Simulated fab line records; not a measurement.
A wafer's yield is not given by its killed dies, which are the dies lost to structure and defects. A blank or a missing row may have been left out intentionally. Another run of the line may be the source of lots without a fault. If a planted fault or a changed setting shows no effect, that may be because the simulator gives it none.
fab line records -- flow sky130
record: lots: 13, wafers: 39, last-day: 50
route steps=708 shown FIELD_ISO@2 CAP2M@603 VIA4@640 METAL5@662 PAD_OPEN@708
lots with no fault: from the same line, run without faults
start-h: start of the lot's first displayed wafer, in hours after the record's first day -- wait-h: hours elapsed since this lot's preceding step -- " as in the row above -- L1.1+2: several wafers, shown together as one row -- - value missing, or start not given -- * or withheld: withheld -- < > ~ a bound
route shown NAME@n: names a module that has steps shown in the file, with the first one's number in the route -- usual: mean and standard deviation over wafers with no fault -- same: alike in all rows -- chamber/n: place in a boat -- sites: the reading at each site -- _std_site: standard deviation of those values -- _edge_site: outer sites' mean less inner sites' -- radius-mm: how far each site lies from the wafer's centre -- mask NAME#n: copy n -- behind: the tool/chamber that last shaped the wafer -- hold: why the lot was held/for how many hours/how that ended -- device: the n, p or np transistor that did not switch -- end of line: tests run on the same wafers once the route is complete -- a step with no rows: only its recipe -- killed: count of dies lost to structure and defects at first sort (not the wafer's yield) -- map: shows each die of a wafer: x if killed, . if not, _ if none is there
set.NAME: setting as actually run; set.NAME@STEP: the setting as run at that earlier step -- model.NAME: the simulator's own value behind a step, which no gauge read
route steps across a sampled set of lots; one table per step, one row per wafer
services: when a tool's chamber went out of use (start-h, in hours from the record's first day, below 0 if earlier), for how many hours, and the reason
== steps ==
step: SKY_FIELD_ISO_OXIDATION_01
recipe: temp-c: 900, ambient: O2, stabilise-s: 600, purge-s: 300, target-thk-a: 120, ox-time-s: 1843
usual: tube-center-temp-C: 900.01/0.088
lot.wafer,tool,chamber,start-h,wait-h,tube-center-temp-C
L942.2,furnace-02,0,10.12,0.1,899.87
L942.3,furnace-02,0,10.12,0.1,900.05
L942.4,furnace-02,0,10.12,0.1,899.99
L943.1,furnace-01,0,17.70,2.7,900.05
L943.5,furnace-01,0,17.70,2.7,900.01
L943.6,furnace-01,0,17.70,2.7,899.88
L944.2,furnace-01,0,21.97,1.9,900.07
L944.3,furnace-01,0,21.97,1.9,899.98
L944.5,furnace-01,0,21.97,1.9,899.92
L945.1,furnace-01,0,26.41,1.4,900.07
L945.4,furnace-01,0,26.41,1.4,899.98
L945.5,furnace-01,0,26.41,1.4,900.07
L947.1,furnace-02,0,35.99,1.0,899.86
L947.3,furnace-02,0,35.99,1.0,900.1
L947.5,furnace-02,0,35.99,1.0,899.93
L948.3,furnace-02,0,41.68,1.6,900.14
L948.5,furnace-02,0,41.68,1.6,900.03
L948.6,furnace-02,0,41.68,1.6,900
L949.1,furnace-01,0,47.61,2.6,900.01
L949.3,furnace-01,0,47.61,2.6,900.04
L949.4,furnace-01,0,47.61,2.6,900.13
L950.2,furnace-02,0,51.31,1.3,900
L950.5,furnace-02,0,51.31,1.3,900.01
L950.6,furnace-02,0,51.31,1.3,899.82
L951.3,furnace-02,0,56.66,1.6,899.83
L951.4,furnace-02,0,56.66,1.6,899.92
L951.6,furnace-02,0,56.66,1.6,900.01
L959.3,furnace-01,0,95.12,0.1,900.06
L959.4,furnace-01,0,95.12,0.1,899.89
L959.6,furnace-01,0,95.12,0.1,899.97
L962.1,furnace-02,0,115.56,5.5,900.18
L962.5,furnace-02,0,115.56,5.5,900.05
L962.6,furnace-02,0,115.56,5.5,899.93
L963.2,furnace-02,0,115.56,0.5,899.95
L963.4,furnace-02,0,115.56,0.5,900.1
L963.5,furnace-02,0,115.56,0.5,900.12
L964.3,furnace-02,0,121.17,1.1,899.9
L964.4,furnace-02,0,121.17,1.1,900.02
L964.6,furnace-02,0,121.17,1.1,900.03
step: SKY_CAP2M_CVD_00
recipe: material: SiO2, target-thk-nm: 15.5, temp-c: 400, time-s: withheld, rf-w: 450
usual: heater-power-w: 727/100, rf-fwd-power-W: 443.0/2.6
lot.wafer,tool,chamber,start-h,wait-h,heater-power-w,rf-fwd-power-W
L942.2,pecvd-02,2,925.35,0.0,758,443.2
L942.3,pecvd-02,1,925.35,0.0,685,439.0
L942.4,pecvd-02,0,925.35,0.0,799,444.1
L943.1,pecvd-02,0,943.55,0.0,738,446.5
L943.5,pecvd-02,2,943.55,0.0,731,442.3
L943.6,pecvd-02,1,943.55,0.0,704,440.9
L944.2,pecvd-04,0,953.44,0.0,641,442.2
L944.3,pecvd-04,1,953.44,0.0,868,443.9
L944.5,pecvd-04,0,953.44,0.0,626,443.9
L945.1,pecvd-01,2,957.50,0.0,775,445.0
L945.4,pecvd-01,0,957.50,0.0,600,440.5
L945.5,pecvd-01,1,957.50,0.0,567,446.0
L947.1,pecvd-02,0,969.76,0.0,893,443.6
L947.3,pecvd-02,1,969.76,0.0,766,441.1
L947.5,pecvd-02,1,969.76,0.0,757,440.9
L948.3,pecvd-04,2,973.67,0.0,686,436.0
L948.5,pecvd-04,0,973.67,0.0,681,445.0
L948.6,pecvd-04,1,973.67,0.0,877,445.4
L949.1,pecvd-02,2,985.18,0.0,837,443.4
L949.3,pecvd-02,1,985.18,0.0,637,439.0
L949.4,pecvd-02,2,985.18,0.0,849,443.5
L950.2,pecvd-04,0,996.65,0.0,565,443.0
L950.5,pecvd-04,1,996.65,0.0,839,444.2
L950.6,pecvd-04,2,996.65,0.0,688,438.5
L951.3,pecvd-01,0,1002.19,0.0,738,444.2
L951.4,pecvd-01,2,1002.19,0.0,839,445.9
L951.6,pecvd-01,1,1002.19,0.0,553,444.5
L959.3,pecvd-02,1,1047.88,0.0,631,440.0
L959.4,pecvd-02,1,1047.88,0.0,632,440.7
L959.6,pecvd-02,2,1047.88,0.0,822,444.1
L963.2,pecvd-04,2,1065.00,0.0,690,437.5
L963.4,pecvd-04,2,1065.00,0.0,679,438.9
L963.5,pecvd-04,1,1065.00,0.0,845,445.5
L962.1,pecvd-04,2,1066.07,0.0,602,438.4
L962.5,pecvd-04,1,1066.07,0.0,894,443.0
L962.6,pecvd-04,2,1066.07,0.0,596,436.3
L964.3,pecvd-02,0,1067.91,0.0,834,445.8
L964.4,pecvd-02,2,1067.91,0.0,726,443.1
L964.6,pecvd-02,2,1067.91,0.0,742,441.2
step: SKY_VIA4_THK_MEAS_01
recipe: reads: SiO2_of_VIA4_HDPCVD_00
usual: VIA4_HDPCVD_THK: 1747/23
lot.wafer,tool,chamber,start-h,wait-h,VIA4_HDPCVD_THK[nm]
L942.2,film-metro-04,-,975.44,0.1,1764
L942.3,film-metro-04,-,975.44,0.1,1755
L942.4,film-metro-04,-,975.44,0.1,1759
L943.1,film-metro-02,-,992.88,0.1,1733
L943.5,film-metro-02,-,992.88,0.1,1755
L943.6,film-metro-02,-,992.88,0.1,1725
L944.2,film-metro-04,-,1002.50,0.1,1745
L944.3,film-metro-04,-,1002.50,0.1,1732
L944.5,film-metro-04,-,1002.50,0.1,1756
L945.1,film-metro-03,-,1006.89,0.1,1742
L945.4,film-metro-03,-,1006.89,0.1,1756
L945.5,film-metro-03,-,1006.89,0.1,1743
L947.1,film-metro-02,-,1018.68,0.1,1730
L947.3,film-metro-02,-,1018.68,0.1,1736
L947.5,film-metro-02,-,1018.68,0.1,1763
L948.3,film-metro-02,-,1022.39,0.1,1739
L948.5,film-metro-02,-,1022.39,0.1,1717
L948.6,film-metro-02,-,1022.39,0.1,1750
L949.1,film-metro-04,-,1033.73,0.1,1752
L949.3,film-metro-04,-,1033.73,0.1,1745
L949.4,film-metro-04,-,1033.73,0.1,1729
L950.2,film-metro-02,-,1043.68,0.1,1746
L950.5,film-metro-02,-,1043.68,0.1,1747
L950.6,film-metro-02,-,1043.68,0.1,1756
L951.3,film-metro-02,-,1048.79,0.1,1723
L951.4,film-metro-02,-,1048.79,0.1,1781
L951.6,film-metro-02,-,1048.79,0.1,1744
L959.3,film-metro-02,-,1092.34,0.1,1744
L959.4,film-metro-02,-,1092.34,0.1,1776
L959.6,film-metro-02,-,1092.34,0.1,1738
L963.2,film-metro-03,-,1108.47,0.1,1774
L963.4,film-metro-03,-,1108.47,0.1,1757
L963.5,film-metro-03,-,1108.47,0.1,1777
L962.1,film-metro-03,-,1109.63,0.1,1700
L962.5,film-metro-03,-,1109.63,0.1,1756
L962.6,film-metro-03,-,1109.63,0.1,1752
L964.3,film-metro-04,-,1110.95,0.1,1747
L964.4,film-metro-04,-,1110.95,0.1,1722
L964.6,film-metro-04,-,1110.95,0.1,1710
step: SKY_METAL5_SPUTTER_01
recipe: material: TiN, target-thk-nm: 20, power-w: 6500, time-s: 16.7, chamber-pressure-pa: 0.4
usual: chamber-pressure-pa: 0.4000/0.0008, throttle-valve-pct: 30.0/1.4
lot.wafer,tool,chamber,start-h,wait-h,chamber-pressure-pa,throttle-valve-pct
L942.2,pvd-sputter-03,-,1001.40,0.0,0.3993,30.6
L942.3,pvd-sputter-03,-,1001.40,0.0,0.4004,29.2
L942.4,pvd-sputter-03,-,1001.40,0.0,0.3993,30.2
L943.1,pvd-sputter-02,-,1017.93,0.0,0.4001,29.6
L943.5,pvd-sputter-02,-,1017.93,0.0,0.4005,29.8
L943.6,pvd-sputter-02,-,1017.93,0.0,0.3988,28.1
L944.2,pvd-sputter-02,-,1026.65,0.0,0.3997,30.8
L944.3,pvd-sputter-02,-,1026.65,0.0,0.4005,28.0
L944.5,pvd-sputter-02,-,1026.65,0.0,0.4005,29.7
L945.1,pvd-sputter-02,-,1030.75,0.0,0.4006,30.0
L945.4,pvd-sputter-02,-,1030.75,0.0,0.3989,29.4
L945.5,pvd-sputter-02,-,1030.75,0.0,0.3989,28.0
L947.1,pvd-sputter-04,-,1043.00,0.0,0.3986,28.1
L947.3,pvd-sputter-04,-,1043.00,0.0,0.3996,31.7
L947.5,pvd-sputter-04,-,1043.00,0.0,0.4006,31.6
L948.3,pvd-sputter-04,-,1046.50,0.0,0.4007,30.9
L948.5,pvd-sputter-04,-,1046.50,0.0,0.4006,30.9
L948.6,pvd-sputter-04,-,1046.50,0.0,0.3996,27.9
L949.1,pvd-sputter-02,-,1057.10,0.0,0.4007,29.7
L949.3,pvd-sputter-02,-,1057.10,0.0,0.3999,28.1
L949.4,pvd-sputter-02,-,1057.10,0.0,0.4005,29.7
L950.2,pvd-sputter-04,-,1066.61,0.0,0.4012,31.5
L950.5,pvd-sputter-04,-,1066.61,0.0,0.4010,31.5
L950.6,pvd-sputter-04,-,1066.61,0.0,0.3999,28.3
L951.3,pvd-sputter-03,-,1071.88,0.0,0.4017,30.1
L951.4,pvd-sputter-03,-,1071.88,0.0,0.4008,29.5
L951.6,pvd-sputter-03,-,1071.88,0.0,0.4015,30.5
L959.3,pvd-sputter-04,-,1114.05,0.0,0.3980,28.0
L959.4,pvd-sputter-04,-,1114.05,0.0,0.4000,28.1
L959.6,pvd-sputter-04,-,1114.05,0.0,0.4000,31.6
L963.2,pvd-sputter-03,-,1130.52,0.0,0.3999,30.3
L963.4,pvd-sputter-03,-,1130.52,0.0,0.4004,30.3
L963.5,pvd-sputter-03,-,1130.52,0.0,0.4002,29.7
L962.1,pvd-sputter-04,-,1131.23,0.0,0.4003,31.7
L962.5,pvd-sputter-04,-,1131.23,0.0,0.3996,31.6
L962.6,pvd-sputter-04,-,1131.23,0.0,0.3995,28.1
L964.3,pvd-sputter-02,-,1132.22,0.0,0.4009,29.7
L964.4,pvd-sputter-02,-,1132.22,0.0,0.3999,29.8
L964.6,pvd-sputter-02,-,1132.22,0.0,0.3991,29.5
step: SKY_PAD_OPEN_PROBE_99
usual: killed_at_M0_to_M3: 42/7.5, killed_at_M4_up: 3.2/1.7, killed-at-contacts: 24/5.1, killed-at-front-end: 15/4.1, killed-at-other: 0.3/0.58, killed-dies: 85/8.9, killed-on-rim: 17/3.9, killed-open: 46/6.4, killed-short: 39/6
same: gross-dies: 492, killed-at-back-side: 0
lot.wafer,tool,chamber,start-h,wait-h,killed_at_M0_to_M3,killed_at_M4_up,killed-at-contacts,killed-at-front-end,killed-at-other,killed-dies,killed-on-rim,killed-open,killed-short
L944.2,prober-01,-,1094.40,0.1,49,1,21,22,0,93,14,38,55
L944.3,prober-01,-,1094.45,0.2,45,3,23,26,1,98,24,54,44
L944.5,prober-01,-,1094.55,0.2,53,0,22,20,0,95,13,59,36
L950.2,prober-01,-,1130.81,0.1,30,1,22,158,0,211,42,39,29
L950.5,prober-01,-,1130.96,0.2,30,2,18,137,0,187,32,35,23
L950.6,prober-01,-,1131.01,0.2,40,1,16,133,0,190,33,32,38
L951.3,prober-02,-,1136.14,0.2,37,5,29,140,1,212,49,46,40
L951.4,prober-02,-,1136.19,0.2,30,4,26,134,0,194,33,45,35
L951.6,prober-02,-,1136.29,0.2,31,6,27,139,1,204,41,47,29
killed by level:class
L944.2 VIA1:geometric-particle:short=12 POLY_GATE:geometric-particle:short=11 METAL2:geometric-particle:short=11 CONTACT:geometric-particle:open=8 LI_CONTACT:geometric-particle:open=7 VIA3:geometric-particle:open=6 FIELD_ISO:geometric-particle:short=5 CONTACT:geometric-particle:short=5
L944.3 VIA1:geometric-particle:open=13 LI_CONTACT:geometric-particle:open=8 FIELD_ISO:geometric-particle:short=7 VIA2:geometric-particle:open=7 CONTACT:geometric-particle:open=6 FIELD_ISO:geometric-particle:open=5 POLY_GATE:geometric-particle:open=5 CONTACT:geometric-particle:short=5
L944.5 VIA1:geometric-particle:open=14 CONTACT:geometric-particle:open=13 FIELD_ISO:geometric-particle:open=10 LI_CONTACT:geometric-particle:open=9 METAL2:geometric-particle:short=8 VIA3:geometric-particle:open=8 VIA1:geometric-particle:short=7 METAL1:geometric-particle:short=6
L950.2 FIELD_ISO:unspecified=143 CONTACT:geometric-particle:open=8 VIA2:geometric-particle:open=7 LOCAL_INTERCONNECT:geometric-particle:short=5 VIA1:geometric-particle:open=5 METAL2:geometric-particle:short=5 FIELD_ISO:geometric-particle:open=4 CONTACT:geometric-particle:short=4
L950.5 FIELD_ISO:unspecified=128 VIA1:geometric-particle:open=12 CONTACT:geometric-particle:open=7 LI_CONTACT:geometric-particle:open=5 VIA3:geometric-particle:open=4 POLY_GATE:geometric-particle:open=3 POLY_GATE:geometric-particle:short=3 VIA1:geometric-particle:short=3
L950.6 FIELD_ISO:unspecified=120 VIA1:geometric-particle:open=12 CONTACT:geometric-particle:short=7 FIELD_ISO:geometric-particle:short=6 METAL1:geometric-particle:short=5 METAL2:geometric-particle:short=4 LI_CONTACT:geometric-particle:short=3 VIA2:geometric-particle:short=3
L951.3 FIELD_ISO:unspecified=125 CONTACT:geometric-particle:open=9 VIA3:geometric-particle:open=9 LI_CONTACT:geometric-particle:open=6 CONTACT:geometric-particle:short=6 METAL2:geometric-particle:short=6 VIA1:geometric-particle:open=5 METAL4:geometric-particle:short=4
L951.4 FIELD_ISO:unspecified=114 CONTACT:geometric-particle:open=12 LI_CONTACT:geometric-particle:open=7 VIA1:geometric-particle:open=6 VIA2:geometric-particle:open=6 FIELD_ISO:geometric-particle:short=5 POLY_GATE:geometric-particle:short=5 CONTACT:geometric-particle:short=4
L951.6 FIELD_ISO:unspecified=128 CONTACT:geometric-particle:open=10 LI_CONTACT:geometric-particle:open=8 VIA1:geometric-particle:open=8 METAL2:geometric-particle:short=8 VIA2:geometric-particle:open=6 FIELD_ISO:geometric-particle:open=4 CONTACT:geometric-particle:short=4
== services ==
tool,chamber,start-h,hours,kind
furnace-02,-,-8.17,1.5,pm
pecvd-02,-,-5.79,0.9,repair
furnace-02,-,14.16,4.0,pm
pecvd-02,0,182.98,16.1,repair
furnace-02,-,183.28,3.0,pm
pecvd-02,-,205.63,14.6,pm
furnace-02,-,320.16,2.9,pm
pecvd-02,1,335.78,68.7,repair
furnace-02,-,349.92,3.5,pm
pecvd-02,0,357.15,9.3,repair
pecvd-02,0,383.46,14.9,repair
pecvd-02,0,407.52,3.6,repair
pecvd-02,2,495.67,4.5,repair
furnace-02,-,517.92,3.7,pm
pecvd-02,-,538.03,0.7,repair
pecvd-02,0,574.10,4.9,repair
furnace-02,-,596.79,1.6,repair
furnace-02,-,601.85,2.8,pm
furnace-02,-,687.24,4.5,pm
furnace-02,-,711.46,2.0,pm
furnace-02,-,797.05,17.2,repair
furnace-02,-,853.92,4.6,pm
furnace-02,-,884.50,3.7,pm
furnace-02,-,1029.01,3.7,pm
== key ==
first-sign: step: SKY_PAD_OPEN_PROBE_99, reading: killed-at-front-end, direction: up, sigmas: 30, usual: 15, struck: 140
effect: step: SKY_PAD_OPEN_PROBE_99, reading: killed-dies, direction: up, sigmas: 13, usual: 85, struck: 200
met-at SKY_FIELD_ISO_OXIDATION_01
struck-lots L950,L951
tester-left-out L950,L951
not-acting-at SKY_CAP2M_CVD_00,SKY_VIA4_THK_MEAS_01,SKY_METAL5_SPUTTER_01
onset-between 41.68 51.31
fault: kind: chamber-particle-source, tool: furnace-02, chamber: -, onset-h: 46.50, steps: SKY_FIELD_ISO_OXIDATION_01, rate-per-visit-cm2: 0.61884, end-h: 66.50
tester-left-out: of these lots the tester's yield and bins aren't shown, on N5 and GAA mostly nor the transistor test; their killed dies are dies lost to structure and defects alone, not to doping, threshold or leakage, so they don't give the yield
